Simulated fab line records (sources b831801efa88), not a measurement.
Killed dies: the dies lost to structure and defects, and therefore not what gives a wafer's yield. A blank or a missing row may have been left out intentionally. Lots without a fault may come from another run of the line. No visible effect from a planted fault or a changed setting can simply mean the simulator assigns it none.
Check for tools in common || flow gf180mcu || 14 lots, 42 wafers sampled

== WHY THIS WAS OPENED ==
At GF_HV_LDD_RS_MEAS_53 the reading HV_LDD_RS is flagged on 2 of 14 lots. Wafers without a fault read 418.5 ohm/sq, standard deviation 1.
Rule: a lot gets a flag if all its wafers with a number sit over 4 standard deviations from that mean, or if no wafer of it has a number. As for the other lots, they are considered sound.

{"lot": "L405", "measured": "day 12 14:56", "on": "film_metro-01", "HV_LDD_RS (ohm/sq), wafer by wafer": "419.9 418.5 418.7", "flag": ""}
{"lot": "L406", "measured": "day 12 19:19", "on": "film_metro-01", "HV_LDD_RS (ohm/sq), wafer by wafer": "418.4 418.6 417.7", "flag": ""}
{"lot": "L408", "measured": "day 13 06:58", "on": "film_metro-03", "HV_LDD_RS (ohm/sq), wafer by wafer": "419.5 417.7 418.6", "flag": ""}
{"lot": "L409", "measured": "day 13 17:21", "on": "film_metro-04", "HV_LDD_RS (ohm/sq), wafer by wafer": "418.2 416.9 417.9", "flag": ""}
{"lot": "L410", "measured": "day 14 01:06", "on": "film_metro-01", "HV_LDD_RS (ohm/sq), wafer by wafer": "418.5 419.3 418.8", "flag": ""}
{"lot": "L412", "measured": "day 14 18:04", "on": "film_metro-03", "HV_LDD_RS (ohm/sq), wafer by wafer": "417.4 417.4 417.5", "flag": ""}
{"lot": "L411", "measured": "day 14 19:25", "on": "film_metro-03", "HV_LDD_RS (ohm/sq), wafer by wafer": "417.8 419.0 417.6", "flag": ""}
{"lot": "L413", "measured": "day 15 01:46", "on": "film_metro-03", "HV_LDD_RS (ohm/sq), wafer by wafer": "418.8 418.1 417.6", "flag": ""}
{"lot": "L415", "measured": "day 15 16:03", "on": "film_metro-01", "HV_LDD_RS (ohm/sq), wafer by wafer": "420.6 419.4 420.4", "flag": ""}
{"lot": "L416", "measured": "day 16 00:38", "on": "film_metro-04", "HV_LDD_RS (ohm/sq), wafer by wafer": "417.9 417.8 417.0", "flag": ""}
{"lot": "L420", "measured": "day 17 08:59", "on": "film_metro-01", "HV_LDD_RS (ohm/sq), wafer by wafer": "420.4 418.7 418.5", "flag": ""}
{"lot": "L421", "measured": "day 17 14:28", "on": "film_metro-03", "HV_LDD_RS (ohm/sq), wafer by wafer": "417.9 417.1 418.3", "flag": ""}
{"lot": "L425", "measured": "day 19 05:26", "on": "film_metro-01", "HV_LDD_RS (ohm/sq), wafer by wafer": "428.1 426.7 428.0", "flag": "FLAGGED"}
{"lot": "L426", "measured": "day 19 13:43", "on": "film_metro-03", "HV_LDD_RS (ohm/sq), wafer by wafer": "427.8 426.0 426.4", "flag": "FLAGGED"}
On average the flagged lots' numbers are 427.2 ohm/sq, which is +8.7 ohm/sq against the usual, or +9 standard deviations.

== LOT BY LOT: THE TOOL USED ==
Before the reading, the record contains 3 process steps out of a 602-step route. Every cell lists first the tool, next ch and the chambers used by the sampled wafers, and last the start.
{"lot": "L405", "flag": "", "GF_POLY_GATE_STRIP_14": "plasma_asher-03 ch 0,1, day 9 10:42", "GF_HV_LDD_IMPLANT_09": "implanter-02 ch 0, day 10 05:59", "GF_HV_LDD_RTA_52": "rtp_anneal-01 ch 0, day 12 14:52"}
{"lot": "L406", "flag": "", "GF_POLY_GATE_STRIP_14": "plasma_asher-01 ch 0,1, day 9 15:26", "GF_HV_LDD_IMPLANT_09": "implanter-02 ch 0, day 10 11:08", "GF_HV_LDD_RTA_52": "rtp_anneal-01 ch 0, day 12 19:13"}
{"lot": "L408", "flag": "", "GF_POLY_GATE_STRIP_14": "plasma_asher-04 ch 0,1, day 10 02:03", "GF_HV_LDD_IMPLANT_09": "implanter-01 ch 0, day 10 21:17", "GF_HV_LDD_RTA_52": "rtp_anneal-02 ch 0, day 13 06:53"}
{"lot": "L409", "flag": "", "GF_POLY_GATE_STRIP_14": "plasma_asher-04 ch 0,1, day 10 09:11", "GF_HV_LDD_IMPLANT_09": "implanter-01 ch 0, day 11 04:14", "GF_HV_LDD_RTA_52": "rtp_anneal-02 ch 0, day 13 17:17"}
{"lot": "L410", "flag": "", "GF_POLY_GATE_STRIP_14": "plasma_asher-04 ch 0,1, day 10 17:23", "GF_HV_LDD_IMPLANT_09": "implanter-01 ch 0, day 11 12:05", "GF_HV_LDD_RTA_52": "rtp_anneal-02 ch 0, day 14 01:02"}
{"lot": "L412", "flag": "", "GF_POLY_GATE_STRIP_14": "plasma_asher-01 ch 0, day 11 06:53", "GF_HV_LDD_IMPLANT_09": "implanter-02 ch 0, day 12 03:16", "GF_HV_LDD_RTA_52": "rtp_anneal-01 ch 0, day 14 17:59"}
{"lot": "L411", "flag": "", "GF_POLY_GATE_STRIP_14": "plasma_asher-03 ch 0,1, day 11 07:06", "GF_HV_LDD_IMPLANT_09": "implanter-01 ch 0, day 12 03:56", "GF_HV_LDD_RTA_52": "rtp_anneal-02 ch 0, day 14 19:21"}
{"lot": "L413", "flag": "", "GF_POLY_GATE_STRIP_14": "plasma_asher-01 ch 0,1, day 11 14:05", "GF_HV_LDD_IMPLANT_09": "implanter-01 ch 0, day 12 11:16", "GF_HV_LDD_RTA_52": "rtp_anneal-02 ch 0, day 15 01:41"}
{"lot": "L415", "flag": "", "GF_POLY_GATE_STRIP_14": "plasma_asher-04 ch 0,1, day 12 01:38", "GF_HV_LDD_IMPLANT_09": "implanter-03 ch 0, day 13 00:02", "GF_HV_LDD_RTA_52": "rtp_anneal-01 ch 0, day 15 15:59"}
{"lot": "L416", "flag": "", "GF_POLY_GATE_STRIP_14": "plasma_asher-04 ch 0,1, day 12 09:59", "GF_HV_LDD_IMPLANT_09": "implanter-03 ch 0, day 13 07:32", "GF_HV_LDD_RTA_52": "rtp_anneal-02 ch 0, day 16 00:32"}
{"lot": "L420", "flag": "", "GF_POLY_GATE_STRIP_14": "plasma_asher-04 ch 0,1, day 13 15:25", "GF_HV_LDD_IMPLANT_09": "implanter-02 ch 0, day 14 13:59", "GF_HV_LDD_RTA_52": "rtp_anneal-02 ch 0, day 17 08:54"}
{"lot": "L421", "flag": "", "GF_POLY_GATE_STRIP_14": "plasma_asher-01 ch 0,1, day 13 19:23", "GF_HV_LDD_IMPLANT_09": "implanter-01 ch 0, day 14 18:41", "GF_HV_LDD_RTA_52": "rtp_anneal-02 ch 0, day 17 14:24"}
{"lot": "L425", "flag": "FLAGGED", "GF_POLY_GATE_STRIP_14": "plasma_asher-04 ch 0,1, day 15 03:29", "GF_HV_LDD_IMPLANT_09": "implanter-02 ch 0, day 16 04:37", "GF_HV_LDD_RTA_52": "rtp_anneal-02 ch 0, day 19 05:22"}
{"lot": "L426", "flag": "FLAGGED", "GF_POLY_GATE_STRIP_14": "plasma_asher-03 ch 0,1, day 15 13:09", "GF_HV_LDD_IMPLANT_09": "implanter-02 ch 0, day 16 12:41", "GF_HV_LDD_RTA_52": "rtp_anneal-02 ch 0, day 19 13:39"}
What is done by these steps:
- GF_POLY_GATE_STRIP_14: strips in O2/N2.
- GF_HV_LDD_IMPLANT_09
- GF_HV_LDD_RTA_52: time 10 s.
- GF_HV_LDD_RS_MEAS_53: measures by four-point-probe.

== FLAGGED AGAINST TOTAL, ONE TOOL AT A TIME (gauges that did the reading follow at the end) ==
{"step": "GF_POLY_GATE_STRIP_14", "tool": "plasma_asher-01", "lots run": 4, "flagged": 0, "share of the flagged lots": "none", "sound lots run after its first flagged lot": "-"}
{"step": "GF_POLY_GATE_STRIP_14", "tool": "plasma_asher-03", "lots run": 3, "flagged": 1, "share of the flagged lots": "some", "sound lots run after its first flagged lot": 0}
{"step": "GF_POLY_GATE_STRIP_14", "tool": "plasma_asher-04", "lots run": 7, "flagged": 1, "share of the flagged lots": "some", "sound lots run after its first flagged lot": 0}
{"step": "GF_HV_LDD_IMPLANT_09", "tool": "implanter-01", "lots run": 6, "flagged": 0, "share of the flagged lots": "none", "sound lots run after its first flagged lot": "-"}
{"step": "GF_HV_LDD_IMPLANT_09", "tool": "implanter-02", "lots run": 6, "flagged": 2, "share of the flagged lots": "all", "sound lots run after its first flagged lot": 0}
{"step": "GF_HV_LDD_IMPLANT_09", "tool": "implanter-03", "lots run": 2, "flagged": 0, "share of the flagged lots": "none", "sound lots run after its first flagged lot": "-"}
{"step": "GF_HV_LDD_RTA_52", "tool": "rtp_anneal-01", "lots run": 4, "flagged": 0, "share of the flagged lots": "none", "sound lots run after its first flagged lot": "-"}
{"step": "GF_HV_LDD_RTA_52", "tool": "rtp_anneal-02", "lots run": 10, "flagged": 2, "share of the flagged lots": "all", "sound lots run after its first flagged lot": 0}
{"step": "GF_HV_LDD_RS_MEAS_53", "tool": "film_metro-01", "lots run": 6, "flagged": 1, "share of the flagged lots": "some", "sound lots run after its first flagged lot": 0}
{"step": "GF_HV_LDD_RS_MEAS_53", "tool": "film_metro-03", "lots run": 6, "flagged": 1, "share of the flagged lots": "some", "sound lots run after its first flagged lot": 0}
{"step": "GF_HV_LDD_RS_MEAS_53", "tool": "film_metro-04", "lots run": 2, "flagged": 0, "share of the flagged lots": "none", "sound lots run after its first flagged lot": "-"}

== THE TABLE: WHAT IT ALLOWS ==
In 2 table rows, all flagged lots were run: implanter-02 (GF_HV_LDD_IMPLANT_09), rtp_anneal-02 (GF_HV_LDD_RTA_52).
- implanter-02 at GF_HV_LDD_IMPLANT_09 ran 6 lots, 2 of them flagged. It ran its last sound lot, L420, at day 14 13:59 and its first flagged lot, L425, at day 16 04:37: a fault with its onset between the two fits.
- rtp_anneal-02 at GF_HV_LDD_RTA_52 ran 10 lots, 2 of them flagged. It ran its last sound lot, L421, at day 17 14:24 and its first flagged lot, L425, at day 19 05:22: a fault with its onset between the two fits.
Because each of these 2 tools fits a fault that began at some hour, counting lots does not separate them. More lots, or a look at what each step does to the wafer, might.

== WHAT THE SIMULATOR HAD PUT IN ==
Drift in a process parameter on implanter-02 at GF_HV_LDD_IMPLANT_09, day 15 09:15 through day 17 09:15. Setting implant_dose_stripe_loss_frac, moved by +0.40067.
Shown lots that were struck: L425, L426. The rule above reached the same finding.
